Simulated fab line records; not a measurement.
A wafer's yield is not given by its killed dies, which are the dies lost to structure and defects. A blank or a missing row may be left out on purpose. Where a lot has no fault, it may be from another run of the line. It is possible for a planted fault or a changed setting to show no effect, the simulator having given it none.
fab line records | flow sky130
record lots=6 wafers=18 lastDay=50
route steps=708 shown VT_ADJUST_HVTP@93 VT_ADJUST_LVTN@97 PAD_OPEN@708
lots that met no fault: taken from a fault-free run of the same line
startH: start of the lot's first displayed wafer, in hours after the record's first day | waitH: hours from the lot's prior step to this one | " same as the row above | L1.1+2: a row that stands for several wafers | - no value present, or no start provided | * or withheld: withheld | < > ~ a bound
route shown NAME@n: NAME is a module with steps in the file, n the number in the route of the first one | usual: the fault-free wafers' mean and standard deviation | same: alike in all rows | chamber/n: place in a boat | sites: readings site by site | _std_site: their standard deviation | _edge_site: inner sites' mean taken away from outer sites' mean | radiusMm: for every site, how far away it sits from the centre of the wafer | mask NAME#n: copy n | behind: the tool/chamber that last shaped the wafer | hold: why the lot went on hold/how many hours it stayed there/how the hold came to an end | device: which transistor (n, p or np) failed to switch | end of line: at the end of the route, the tests of the same wafers | where a step has no rows: the recipe by itself | killed: at the first sort, the dies lost to defects and structure; wafer yield is something else | map: per-die view of a wafer (x killed, . not killed, _ where there is no die)
set.NAME: the setting the step ran with; set.NAME@STEP: the setting that earlier step ran with | model.NAME: the simulator's own value behind a step, which no gauge read
certain route steps with their lots: each step a table, each wafer a row
services: a tool's chamber out of use, with start hour (startH, from the record's first day; less than 0 if before it), hours out, and reason
## steps
# step SKY_VT_ADJUST_HVTP_OVL_MEAS_08
# usual VT_ADJUST_HVTP_OVL=-0.7/1.5
# columns lot.wafer tool chamber startH waitH VT_ADJUST_HVTP_OVL[nm]
L507.1 overlay-02 - 165.79 0.1 -2.3
L507.3 " - " " -3.9
L507.5 " - " " -3.9
L512.1 overlay-01 - 184.09 0.1 1.4
L512.4 " - " " 2.3
L512.5 " - " " 1.9
L516.1 overlay-02 - 206.99 0.1 -0.2
L516.4 " - " " -2.0
L516.5 " - " " -0.4
L518.4 overlay-02 - 222.41 0.1 2.1
L518.5 " - " " -0.8
L518.6 " - " " -0.8
L520.2 overlay-01 - 233.56 0.1 -1.2
L520.3 " - " " -1.4
L520.4 " - " " -1.7
L524.1 overlay-01 - 264.70 0.1 -0.1
L524.2 " - " " 0.3
L524.3 " - " " -1.0
# step SKY_VT_ADJUST_HVTP_IMPLANT_09
# recipe species=As energyKev=150 doseCm2=4.3e+12 tiltDeg=withheld
# step SKY_VT_ADJUST_HVTP_STRIP_10
# recipe chemistry=O2/N2 powerW=1400 pressureMtorr=1500 platenTempC=withheld o2FlowSccm=3000 n2FlowSccm=300 overashFraction=0.5
# usual drypumpMotorCurrentA=5.82/0.28 oesProductAu=0.716/0.0043 stripTimeToEndpointS=14.17/0.042
# columns lot.wafer tool chamber startH waitH drypumpMotorCurrentA oesProductAu rfHoursCounterH stripTimeToEndpointS
L507.1 plasmaAsher-04 1 165.98 0.1 5.32 0.715 4 14.16
L507.3 " 1 " " 5.29 0.719 - 14.15
L507.5 " 1 " " 5.28 0.715 - 14.17
L512.1 plasmaAsher-01 1 184.28 0.1 5.80 0.715 37 14.16
L512.4 " 1 " " 5.80 0.707 - 14.21
L512.5 " 1 " " 5.81 0.723 - 14.25
L516.1 plasmaAsher-02 0 207.18 0.1 5.90 0.715 48 14.14
L516.4 " 1 " " 5.72 0.718 - 14.15
L516.5 " 0 " " 5.88 0.717 - 14.17
L518.4 plasmaAsher-01 1 222.62 0.1 5.81 0.717 - 14.20
L518.5 " 0 " " 6.30 0.718 - 14.14
L518.6 " 1 " " 5.81 0.715 - 14.17
L520.2 plasmaAsher-02 0 233.74 0.1 5.88 0.708 51 14.12
L520.3 " 1 " " 5.74 0.718 - 14.11
L520.4 " 0 " " 5.90 0.713 - 14.13
L524.1 plasmaAsher-02 1 264.88 0.1 5.75 0.716 54 14.22
L524.2 " 0 " " 5.89 0.714 54 14.17
L524.3 " 0 " " 5.88 0.714 - 14.21
# step SKY_VT_ADJUST_HVTP_TW_MEAS_11
# usual VT_ADJUST_HVTP_TW=1355/10
# columns lot.wafer tool chamber startH waitH VT_ADJUST_HVTP_TW
L507.1 filmMetro-04 - 166.08 0.1 1365
L507.3 " - " " 1361
L507.5 " - " " 1354
L512.1 filmMetro-04 - 184.38 0.1 1376
L512.4 " - " " 1373
L512.5 " - " " 1373
L516.1 filmMetro-04 - 207.28 0.1 1367
L516.4 " - " " 1371
L516.5 " - " " 1363
L518.4 filmMetro-02 - 222.71 0.1 1344
L518.5 " - " " 1343
L518.6 " - " " 1340
L520.2 filmMetro-04 - 233.85 0.1 1367
L520.3 " - " " 1363
L520.4 " - " " 1375
L524.1 filmMetro-02 - 264.98 0.1 1350
L524.2 " - " " 1342
L524.3 " - " " 1344
# step SKY_VT_ADJUST_LVTN_DEHYDRATE_00
# recipe tempC=200 timeS=60
# step SKY_VT_ADJUST_LVTN_HMDS_01
# recipe primeTimeS=60 primeTempC=120
# step SKY_VT_ADJUST_LVTN_COAT_02
# recipe spinRpm=2000 resistThkNm=3000
# step SKY_VT_ADJUST_LVTN_SOFTBAKE_03
# recipe tempC=110 timeS=withheld
# step SKY_VT_ADJUST_LVTN_EXPOSE_04
# recipe maskId=NWM_COMPLEMENT_LESS_NATIVE na=0.6 sourceShape=conventional sigmaOuter=0.6 polarization=unpolarized targetCdNm=840 doseMj=194
# step SKY_VT_ADJUST_LVTN_PEB_05
# recipe tempC=115 timeS=withheld
# step SKY_VT_ADJUST_LVTN_DEVELOP_06
# recipe wallAngleDeg=90 developer=TMAH developTimeS=60 devTempC=23
# step SKY_VT_ADJUST_LVTN_OVL_MEAS_07
# usual VT_ADJUST_LVTN_OVL=-1.5/1.4
# columns lot.wafer tool chamber startH waitH VT_ADJUST_LVTN_OVL[nm]
L507.1 overlay-02 - 185.49 - -3.1
L507.3 " - " " -3.2
L507.5 " - " " -2.0
L512.1 overlay-01 - 207.23 - 0.6
L512.4 " - " " -1.8
L512.5 " - " " -0.4
L516.1 overlay-02 - 229.03 - -2.3
L516.4 " - " " -1.3
L516.5 " - " " -2.3
L518.4 overlay-02 - 246.04 - -0.2
L518.5 " - " " -2.5
L518.6 " - " " 0.1
L520.2 overlay-01 - 258.23 - -2.6
L520.3 " - " " -1.8
L520.4 " - " " -2.2
L524.1 overlay-02 - 291.38 - -1.5
L524.2 " - " " -1.0
L524.3 " - " " -1.3
# step SKY_VT_ADJUST_LVTN_IMPLANT_08
# recipe species=B energyKev=30 doseCm2=1.57e+12 tiltDeg=withheld
# usual doseIonsCm2=1.5702e+12/1.6e+09
# columns lot.wafer tool chamber startH waitH doseIonsCm2
L507.1 implanter-03 0 185.52 0.0 1.5693e+12
L507.3 " 0 " " 1.5688e+12
L507.5 " 0 " " 1.568e+12
L512.1 implanter-03 0 207.27 0.0 1.5724e+12
L512.4 " 0 " " 1.5693e+12
L512.5 " 0 " " 1.571e+12
L516.1 implanter-03 0 229.07 0.0 1.5712e+12
L516.4 " 0 " " 1.5682e+12
L516.5 " 0 " " 1.5689e+12
L518.4 implanter-01 0 246.14 0.1 1.5705e+12
L518.5 " 0 " " 1.574e+12
L518.6 " 0 " " 1.5735e+12
L520.2 implanter-01 0 258.29 0.0 1.4976e+12
L520.3 " 0 " " 1.4964e+12
L520.4 " 0 " " 1.498e+12
L524.1 implanter-01 0 291.41 0.0 1.5028e+12
L524.2 " 0 " " 1.5e+12
L524.3 " 0 " " 1.4984e+12
# step SKY_VT_ADJUST_LVTN_STRIP_09
# recipe chemistry=O2/N2 powerW=1400 pressureMtorr=1500 platenTempC=withheld o2FlowSccm=3000 n2FlowSccm=300 overashFraction=0.5
# usual drypumpMotorCurrentA=5.69/0.21 oesProductAu=0.722/0.0052 stripTimeToEndpointS=36.93/0.12
# columns lot.wafer tool chamber startH waitH drypumpMotorCurrentA oesProductAu rfHoursCounterH stripTimeToEndpointS
L507.1 plasmaAsher-04 1 185.67 0.1 5.33 0.717 6 36.92
L507.3 " 0 " " 5.70 0.723 - 36.91
L507.5 " 1 " " 5.32 0.716 - 36.94
L512.1 plasmaAsher-04 1 207.42 0.1 5.30 0.727 8 36.87
L512.4 " 1 " " 5.34 0.725 - 36.86
L512.5 " 0 " " 5.70 0.722 - 36.87
L516.1 plasmaAsher-03 1 229.22 0.1 5.81 0.730 53 36.97
L516.4 " 1 " " 5.87 0.733 - 37.07
L516.5 " 1 " " 5.89 0.723 - 37.03
L518.4 plasmaAsher-03 1 246.25 0.1 5.89 0.720 - 36.88
L518.5 " 0 " " 5.38 0.722 - 36.90
L518.6 " 1 " " 5.83 0.722 - 36.96
L520.2 plasmaAsher-02 1 258.41 0.1 5.72 0.723 53 36.83
L520.3 " 1 " " 5.74 0.711 - 36.93
L520.4 " 0 " " 5.89 0.723 - 36.96
L524.1 plasmaAsher-02 0 291.56 0.1 5.89 0.721 58 37.11
L524.2 " 1 " " 5.74 0.724 58 37.03
L524.3 " 1 " " 5.72 0.731 - 37.07
# step SKY_PAD_OPEN_PROBE_99
# usual killed_at_M0_to_M3=42/6.2 killed_at_M4_up=3.0/1.8 killedAtContacts=25/5.9 killedAtFrontEnd=15/4.5 killedAtOther=0.2/0.45 killedDies=85/9.9 killedOnRim=17/3.5 killedOpen=47/6.7 killedShort=39/6.4
# same grossDies=492 killedAtBackSide=0
# columns lot.wafer tool chamber startH waitH killed_at_M0_to_M3 killed_at_M4_up killedAtContacts killedAtFrontEnd killedAtOther killedDies killedOnRim killedOpen killedShort
L507.1 prober-01 - 1131.09 0.1 51 7 28 15 0 101 23 59 42
L507.3 prober-01 - 1131.19 0.2 33 6 23 20 0 82 14 51 31
L507.5 prober-01 - 1131.29 0.2 36 2 29 22 0 89 20 51 38
L512.1 prober-02 - 1150.34 0.1 56 2 24 11 0 93 15 46 47
L512.4 prober-02 - 1150.49 0.2 48 3 18 13 1 83 15 40 43
L512.5 prober-02 - 1150.54 0.2 55 2 20 19 1 97 20 48 49
L516.1 prober-01 - 1157.35 0.1 45 1 22 12 2 82 14 50 32
L516.4 prober-01 - 1157.50 0.2 38 4 18 12 0 72 11 37 35
L516.5 prober-01 - 1157.55 0.2 34 6 23 16 0 79 16 44 35
L518.4 prober-01 - 1172.54 0.2 44 2 30 16 0 92 20 44 48
L518.5 prober-01 - 1172.59 0.2 45 2 34 10 0 91 21 53 38
L518.6 prober-01 - 1172.64 0.2 44 3 25 14 0 86 14 57 29
L520.2 prober-02 - 1188.00 0.1 38 5 17 10 0 70 15 44 26
L520.3 prober-02 - 1188.05 0.2 39 3 24 15 0 81 20 42 39
L520.4 prober-02 - 1188.10 0.2 34 4 18 17 0 73 8 43 30
L524.1 prober-01 - 1204.58 0.1 35 1 21 20 0 77 18 40 37
L524.2 prober-01 - 1204.63 0.1 37 3 28 11 0 79 13 41 38
L524.3 prober-01 - 1204.68 0.2 36 4 24 13 0 77 16 42 35
# killed by level:class
L507.1 VIA1:geometricParticle:open=10 CONTACT:geometricParticle:open=9 VIA2:geometricParticle:open=8 LI_CONTACT:geometricParticle:open=7 METAL2:geometricParticle:short=7 LI_CONTACT:geometricParticle:short=5 VIA1:geometricParticle:short=5 VIA3:geometricParticle:open=5
L507.3 CONTACT:geometricParticle:open=10 VIA1:geometricParticle:open=9 FIELD_ISO:geometricParticle:open=8 VIA2:geometricParticle:open=7 FIELD_ISO:geometricParticle:short=6 LI_CONTACT:geometricParticle:open=6 METAL4:geometricParticle:short=6 POLY_GATE:geometricParticle:open=4
L507.5 LI_CONTACT:geometricParticle:open=8 VIA1:geometricParticle:open=8 VIA2:geometricParticle:open=8 CONTACT:geometricParticle:open=7 CONTACT:geometricParticle:short=7 FIELD_ISO:geometricParticle:short=5 METAL1:geometricParticle:short=5 VIA3:geometricParticle:open=5
L512.1 VIA1:geometricParticle:open=10 METAL2:geometricParticle:short=9 METAL1:geometricParticle:short=7 CONTACT:geometricParticle:open=7 CONTACT:geometricParticle:short=6 VIA1:geometricParticle:short=6 VIA3:geometricParticle:open=6 VIA2:geometricParticle:open=4
L512.4 VIA1:geometricParticle:open=9 METAL1:geometricParticle:short=9 VIA3:geometricParticle:open=6 POLY_GATE:geometricParticle:open=5 LI_CONTACT:geometricParticle:open=5 VIA2:geometricParticle:short=5 CONTACT:geometricParticle:open=5 VIA3:geometricParticle:short=5
L512.5 VIA2:geometricParticle:open=12 VIA1:geometricParticle:open=10 VIA1:geometricParticle:short=6 FIELD_ISO:geometricParticle:short=5 FIELD_ISO:geometricParticle:open=5 POLY_GATE:geometricParticle:short=5 LI_CONTACT:geometricParticle:open=5 VIA3:geometricParticle:open=5
L516.1 CONTACT:geometricParticle:open=11 VIA2:geometricParticle:open=10 METAL2:geometricParticle:short=9 LI_CONTACT:geometricParticle:open=5 VIA1:geometricParticle:open=5 POLY_GATE:geometricParticle:open=4 VIA3:geometricParticle:open=4 VIA1:geometricParticle:short=4
L516.4 VIA1:geometricParticle:open=7 LI_CONTACT:geometricParticle:open=6 VIA3:geometricParticle:open=5 VIA1:geometricParticle:short=4 METAL2:geometricParticle:short=4 VIA2:geometricParticle:open=4 FIELD_ISO:geometricParticle:short=3 FIELD_ISO:geometricParticle:open=3
L516.5 VIA1:geometricParticle:open=9 CONTACT:geometricParticle:open=8 LI_CONTACT:geometricParticle:open=6 CONTACT:geometricParticle:short=6 VIA3:geometricParticle:open=5 METAL4:geometricParticle:short=5 POLY_GATE:geometricParticle:short=4 VIA2:geometricParticle:open=4
L518.4 CONTACT:geometricParticle:open=10 VIA2:geometricParticle:open=8 CONTACT:geometricParticle:short=8 METAL2:geometricParticle:short=6 METAL1:geometricParticle:short=6 VIA1:geometricParticle:open=6 POLY_GATE:geometricParticle:short=5 VIA1:geometricParticle:short=5
L518.5 CONTACT:geometricParticle:open=16 VIA1:geometricParticle:open=10 VIA3:geometricParticle:open=8 LI_CONTACT:geometricParticle:open=7 METAL2:geometricParticle:short=6 CONTACT:geometricParticle:short=5 VIA1:geometricParticle:short=5 VIA2:geometricParticle:open=5
L518.6 CONTACT:geometricParticle:open=14 VIA2:geometricParticle:open=10 VIA3:geometricParticle:open=9 VIA1:geometricParticle:open=7 LI_CONTACT:geometricParticle:open=6 POLY_GATE:geometricParticle:short=4 METAL1:geometricParticle:short=4 POLY_GATE:geometricParticle:open=3
L520.2 VIA1:geometricParticle:open=9 VIA2:geometricParticle:open=8 VIA3:geometricParticle:open=6 CONTACT:geometricParticle:open=6 METAL1:geometricParticle:short=5 FIELD_ISO:geometricParticle:open=4 LI_CONTACT:geometricParticle:open=4 VIA1:geometricParticle:short=4
L520.3 CONTACT:geometricParticle:open=10 VIA1:geometricParticle:open=9 VIA2:geometricParticle:open=8 CONTACT:geometricParticle:short=6 METAL2:geometricParticle:short=6 FIELD_ISO:geometricParticle:open=5 LOCAL_INTERCONNECT:geometricParticle:short=5 FIELD_ISO:geometricParticle:short=4
L520.4 VIA1:geometricParticle:open=9 FIELD_ISO:geometricParticle:open=7 CONTACT:geometricParticle:open=6 VIA2:geometricParticle:open=6 FIELD_ISO:geometricParticle:short=5 METAL3:geometricParticle:short=5 VIA3:geometricParticle:open=4 LOCAL_INTERCONNECT:geometricParticle:short=3
L524.1 VIA3:geometricParticle:open=11 METAL1:geometricParticle:short=9 POLY_GATE:geometricParticle:short=6 CONTACT:geometricParticle:open=6 POLY_GATE:geometricParticle:open=5 LOCAL_INTERCONNECT:geometricParticle:short=4 CONTACT:geometricParticle:short=4 FIELD_ISO:geometricParticle:open=3
L524.2 CONTACT:geometricParticle:open=12 LI_CONTACT:geometricParticle:open=6 LOCAL_INTERCONNECT:geometricParticle:short=6 VIA1:geometricParticle:open=6 VIA2:geometricParticle:open=6 VIA3:geometricParticle:open=6 METAL1:geometricParticle:short=5 VIA1:geometricParticle:short=5
L524.3 CONTACT:geometricParticle:short=9 VIA1:geometricParticle:open=8 VIA2:geometricParticle:open=7 LI_CONTACT:geometricParticle:open=6 CONTACT:geometricParticle:open=6 VIA3:geometricParticle:open=5 VIA2:geometricParticle:short=5 POLY_GATE:geometricParticle:open=4
## services
# columns tool chamber startH hours kind
plasmaAsher-04 - 184.22 1.3 repair
implanter-01 - 192.47 3.8 pm
implanter-03 - 201.83 1.1 repair
plasmaAsher-04 - 207.64 2.8 pm
plasmaAsher-03 - 214.92 2.8 pm
plasmaAsher-01 - 236.45 2.8 pm
plasmaAsher-03 - 244.61 1.2 repair
plasmaAsher-01 - 251.44 28.1 pm
plasmaAsher-04 - 260.87 4.3 pm
implanter-03 - 276.29 2.5 repair
plasmaAsher-03 - 276.84 5.9 pm
## key
firstSign step=SKY_VT_ADJUST_LVTN_IMPLANT_08 reading=doseIonsCm2 direction=down sigmas=45 usual=* struck=*
effect none on later readings
metAt SKY_VT_ADJUST_LVTN_IMPLANT_08
struckWafers L520.2,L520.3,L520.4,L524.1,L524.2,L524.3
testerLeftOut L520,L524
onsetBetween 246.14 258.29
fault kind=processParameterDrift tool=implanter-01 chamber=- onsetH=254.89 steps=SKY_VT_ADJUST_LVTN_IMPLANT_08 channel=doseCm2 offset=* shape=step endH=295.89 actsIn=* stated=*
# testerLeftOut: of these lots the tester's yield and bins aren't shown, on N5 and GAA mostly nor the transistor test; their killed dies are dies lost to structure and defects alone, not to doping, threshold or leakage, so they don't give the yield
